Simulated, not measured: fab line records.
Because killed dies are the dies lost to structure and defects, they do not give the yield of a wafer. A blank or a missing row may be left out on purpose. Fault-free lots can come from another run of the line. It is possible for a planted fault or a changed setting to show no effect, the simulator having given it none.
Which tool was responsible? ; flow gf180mcu ; route of 602 steps, sampled at 1 step: 7 lots, 21 wafers

== WHAT EACH GAUGE READ, for each wafer ==
GF_V2_THK_MEAS_25: measures by xrf.
lot;measured;on;V2_W_THK (nm)
L513;day 21 01:05;film metro-01;345 347 348
L515;day 22 02:22;film metro-01;350 348 347
L521;day 24 03:45;film metro-02;349 352 349
L524;day 24 20:58;film metro-02;359 362 354
L528;day 26 11:08;film metro-03;351 354 352
L530;day 26 16:46;film metro-02;353 358 354
L532;day 27 12:20;film metro-03;351 351 353

== WHAT TOOL EACH LOT RAN ON (gives the tool, then ch and the chambers of the sampled wafers, and finally the start) ==
Before these readings, the record contains no process step.

== THE ANSWER, worked out from the rows above alone ==
Rule: the lots themselves supply what counts as usual. The widest of any qualifying gaps counts: lots, ordered by their means at a reading, are off when they make up no more than a third of the lots, leave a main group of 4 or more, and stand apart from it by 3 or more times the standard deviation of that group's means. If all means in a main group match to the digits the tables above print for the reading, that group is not used. A lot without any number at a reading at which 4 lots or more have one is off too. Where the step has rows for the other lots, those lots are counted as sound.
No lot is off on any of the readings shown, so nothing can be concluded from this.

== WHAT WAS PUT IN BY THE SIMULATOR ==
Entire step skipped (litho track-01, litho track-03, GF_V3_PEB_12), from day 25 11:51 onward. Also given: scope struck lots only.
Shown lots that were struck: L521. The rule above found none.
